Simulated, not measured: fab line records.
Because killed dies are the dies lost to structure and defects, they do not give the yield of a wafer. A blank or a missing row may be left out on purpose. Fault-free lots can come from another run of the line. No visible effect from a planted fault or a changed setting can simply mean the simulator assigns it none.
Which tool did it? ; flow sky130 ; 42 wafers from 14 lots sampled at 4 of the route's 708 steps

WHAT THE GAUGES READ, wafer by wafer
SKY_POLY_GATE_THK_MEAS_01. Usual: POLY_GATE_CVD_00_THK gives 180.3 nm (standard deviation 1.8).
lot;measured;on;POLY_GATE_CVD_00_THK (nm);flag
L824;day 14 19:04;film metro-04;182.7 181.9 183.3;
L825;day 14 20:20;film metro-01;179.0 179.9 180.5;
L826;day 15 09:44;film metro-03;181.2 179.8 181.0;
L829;day 16 09:10;film metro-04;182.0 181.6 181.6;
L834;day 18 09:35;film metro-01;177.6 176.1 176.8;
L835;day 18 12:29;film metro-01;179.6 178.2 180.7;
L836;day 19 00:34;film metro-04;182.0 181.4 183.6;
L837;day 19 13:31;film metro-03;181.1 181.2 180.9;
L838;day 19 18:31;film metro-01;180.3 179.4 180.8;
L839;day 20 06:07;film metro-01;180.4 181.8 180.8;
L842;day 21 02:03;film metro-04;183.9 182.2 182.4;
L843;day 21 09:53;film metro-03;178.5 178.2 176.9;
L844;day 21 18:40;film metro-04;177.2 176.8 177.7;
L845;day 22 16:47;film metro-01;179.1 177.1 178.6;

WHAT TOOL EACH LOT RAN ON (gives the tool, then ch and the chambers of the sampled wafers, and finally the start)
lot;SKY_FIELD_ISO_ETCH_17;SKY_NWELL_STRIP_14;SKY_VT_ADJUST_LVTN_PEB_05
L824;rie si-02 ch 1,2,3, day 2 16:47;plasma asher-03 ch 0,1, day 5 04:29;litho track-03 ch 0, day 7 13:00
L825;rie si-01 ch 0,1,3, day 2 20:14;plasma asher-01 ch 0,1, day 5 06:51;litho track-01, day 7 15:00
L826;rie si-01 ch 0,1, day 3 02:50;plasma asher-03 ch 1, day 5 14:10;litho track-03, day 8 01:00
L829;rie si-01 ch 0,1,2, day 3 19:33;plasma asher-01 ch 0,1, day 6 05:57;litho track-02 ch 0, day 8 17:00
L834;rie si-02 ch 0,3, day 4 20:41;plasma asher-04 ch 1, day 7 13:44;litho track-02 ch 0, day 10 03:00
L835;rie si-02 ch 0,1,2, day 5 02:29;plasma asher-01 ch 0,1, day 7 17:47;litho track-03 ch 0, day 10 08:00
L836;rie si-02 ch 0,1,3, day 5 07:38;plasma asher-04 ch 0,1, day 8 03:32;litho track-02 ch 0, day 10 18:00
L837;rie si-01 ch 0,1,2, day 5 10:56;plasma asher-04 ch 0,1, day 8 09:09;litho track-03 ch 0, day 11 02:00
L838;rie si-02 ch 0,1,2, day 5 15:30;plasma asher-04 ch 0,1, day 8 13:29;litho track-03 ch 0, day 11 06:00
L839;rie si-02 ch 0,2,3, day 5 21:48;plasma asher-01 ch 0,1, day 8 20:51;litho track-02 ch 0, day 11 15:00
L842;rie si-02 ch 1,3, day 6 13:26;plasma asher-01 ch 0,1, day 9 08:26;litho track-01 ch 0, day 12 05:00
L843;rie si-02 ch 1,2,3, day 6 19:33;plasma asher-01 ch 0,1, day 9 15:58;litho track-01 ch 0, day 12 15:00
L844;rie si-01 ch 0,2,3, day 7 02:26;plasma asher-01 ch 0,1, day 10 02:27;litho track-01 ch 0, day 13 00:00
L845;rie si-02 ch 1,2, day 7 03:59;plasma asher-04 ch 0,1, day 10 04:07;litho track-02 ch 0, day 13 04:00
- SKY_FIELD_ISO_ETCH_17: etches Si in HBr/Cl2/O2, target depth 342 nm, time 97.7 s.
- SKY_NWELL_STRIP_14: strips in O2/N2.
- SKY_VT_ADJUST_LVTN_PEB_05

WHAT THE TOOLS THEMSELVES READ (means of the sampled wafers that have a number; where no wafer has one, the mark that the record gives instead)
SKY_FIELD_ISO_ETCH_17. Usual: O2_flow_sccm 6.000 sccm, standard deviation 0.017; drypump motor current A 5.49 A, standard deviation 0.24; oes product au 1.003 a.u., standard deviation 0.0083; throttle valve pct 25.655 %, standard deviation 0.01.
lot;tool;O2_flow_sccm (sccm);drypump motor current A (A);oes product au (a.u.);throttle valve pct (%);flag
L824;rie si-02;5.999;5.42;0.999;25.654;
L825;rie si-01;5.995;5.43;1.010;25.651;
L826;rie si-01;6.005;5.53;1.004;25.649;
L829;rie si-01;6.007;5.79;1.010;25.652;
L834;rie si-02;5.988;5.42;1.001;25.660;
L835;rie si-02;6.008;5.42;1.002;25.661;
L836;rie si-02;6.010;5.40;0.999;25.659;
L837;rie si-01;6.001;5.77;1.009;25.658;
L838;rie si-02;6.003;5.42;1.001;25.654;
L839;rie si-02;6.015;5.45;0.997;25.652;
L842;rie si-02;5.984;5.40;1.004;25.645;
L843;rie si-02;6.012;5.41;0.997;25.670;
L844;rie si-01;6.002;5.69;1.003;25.660;
L845;rie si-02;5.985;5.37;1.010;25.654;

SKY_NWELL_STRIP_14. Usual: drypump motor current A 5.6 A, standard deviation 0.37; oes product au 0.722 a.u., standard deviation 0.0048; strip time to endpoint s 36.92 s, standard deviation 0.11.
lot;tool;drypump motor current A (A);oes product au (a.u.);strip time to endpoint s (s);flag
L824;plasma asher-03;5.5;0.721;36.94;
L825;plasma asher-01;6.0;0.717;36.93;
L826;plasma asher-03;5.6;0.723;37.05;
L829;plasma asher-01;6.0;0.722;36.71;
L834;plasma asher-04;5.0;0.722;36.92;
L835;plasma asher-01;5.9;0.725;36.93;
L836;plasma asher-04;5.2;0.722;36.79;
L837;plasma asher-04;5.2;0.727;36.86;
L838;plasma asher-04;5.3;0.719;37.02;
L839;plasma asher-01;5.9;0.722;36.84;
L842;plasma asher-01;6.0;0.722;36.88;
L843;plasma asher-01;6.0;0.718;36.95;
L844;plasma asher-01;6.0;0.721;36.97;
L845;plasma asher-04;5.1;0.721;36.90;

SKY_VT_ADJUST_LVTN_PEB_05. Usual: chill plate temp C 22.99 C, standard deviation 0.11; exhaust pa 45.1 Pa, standard deviation 0.91.
lot;tool;chill plate temp C (C);exhaust pa (Pa);flag
L824;litho track-03;22.87;45.1;
L825;litho track-01;-;-;OFF
L826;litho track-03;-;-;OFF
L829;litho track-02;22.93;44.9;
L834;litho track-02;22.89;45.4;
L835;litho track-03;23.03;44.8;
L836;litho track-02;23.27;45.2;
L837;litho track-03;23.01;45.6;
L838;litho track-03;23.00;44.9;
L839;litho track-02;23.02;46.2;
L842;litho track-01;22.95;45.6;
L843;litho track-01;23.05;43.6;
L844;litho track-01;22.86;45.0;
L845;litho track-02;23.00;45.6;

THE ANSWER, worked out from the rows above alone
Rule: take the mean of a lot's wafers that have a number; if it is more than 3 standard deviations from the usual mean, the lot is off. Also off: a lot with no number at a reading for which 4 or more lots have one. All remaining lots with rows at the step are treated as sound. The gauges are gone through in route order, then the tools' own readings, and for those a lot's mean is taken as printed above. The first step at which some lot is off is used, and at that step the reading that is off furthest; a lot without a number counts as furthest.
Off: L825, L826, at SKY_VT_ADJUST_LVTN_PEB_05 (chill plate temp C). Without a number there: L825, L826.
If a tool, at that step or one of the process steps before it, ran each lot that is off and ran no sound lot following the first of them, it fits. Of those tried, none fits.

WHAT THE SIMULATOR HAD PUT IN
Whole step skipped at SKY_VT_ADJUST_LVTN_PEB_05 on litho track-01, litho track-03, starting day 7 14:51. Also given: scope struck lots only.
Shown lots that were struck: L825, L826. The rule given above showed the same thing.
